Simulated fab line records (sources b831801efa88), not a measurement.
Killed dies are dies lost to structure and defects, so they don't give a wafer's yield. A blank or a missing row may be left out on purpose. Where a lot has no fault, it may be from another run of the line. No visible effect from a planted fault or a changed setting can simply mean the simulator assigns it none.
Which tool is to blame? -- flow gf180mcu -- 6 lots, 18 wafers sampled, at 2 steps of a route of 602

== WHAT THE GAUGES SHOWED, per wafer ==
GF_LVPWELL_OVL_MEAS_07.
lot,measured,on,LVPWELL_OVL (nm)
L659,day 4 03:02,overlay-01,0.1 -0.2 -1.1
L663,day 5 00:40,overlay-02,1.8 0.7 2.1
L666,day 5 17:11,overlay-01,1.6 0.9 -0.5
L675,day 7 20:08,overlay-02,1.3 0.7 0.3
L677,day 8 07:46,overlay-01,-1.0 -1.8 -1.0
L680,day 9 00:11,overlay-01,-0.2 -2.6 -1.5

== WHAT TOOL EACH LOT RAN ON (gives the tool, then ch and the chambers of the sampled wafers, and finally the start) ==
lot,GF_LVPWELL_EXPOSE_04
L659,"ilineStepper-02 ch 0, day 3 19:59"
L663,"ilineStepper-02 ch 0, day 4 17:53"
L666,"ilineStepper-01 ch 0, day 5 10:20"
L675,"ilineStepper-02 ch 0, day 7 12:17"
L677,"ilineStepper-02 ch 0, day 8 00:08"
L680,"ilineStepper-02 ch 0, day 8 15:49"
- GF_LVPWELL_EXPOSE_04: exposes mask LVPWELL, target cd 600 nm.

== THE ANSWER, worked out from the rows above alone ==
Rule: what is usual is taken from the lots themselves. The widest of any qualifying gaps counts: lots, ordered by their means at a reading, are off when they make up no more than a third of the lots, leave a main group of 4 or more, and stand apart from it by 3 or more times the standard deviation of that group's means. The tables above print the reading to a certain number of digits; a main group whose means all agree to those digits is not used. Also off: a lot with no number at a reading for which 4 or more lots have one. Where the step has rows for the other lots, those lots are counted as sound.
No lot is off at any reading shown: from this, nothing can be told.

== WHAT THE SIMULATOR PUT IN ==
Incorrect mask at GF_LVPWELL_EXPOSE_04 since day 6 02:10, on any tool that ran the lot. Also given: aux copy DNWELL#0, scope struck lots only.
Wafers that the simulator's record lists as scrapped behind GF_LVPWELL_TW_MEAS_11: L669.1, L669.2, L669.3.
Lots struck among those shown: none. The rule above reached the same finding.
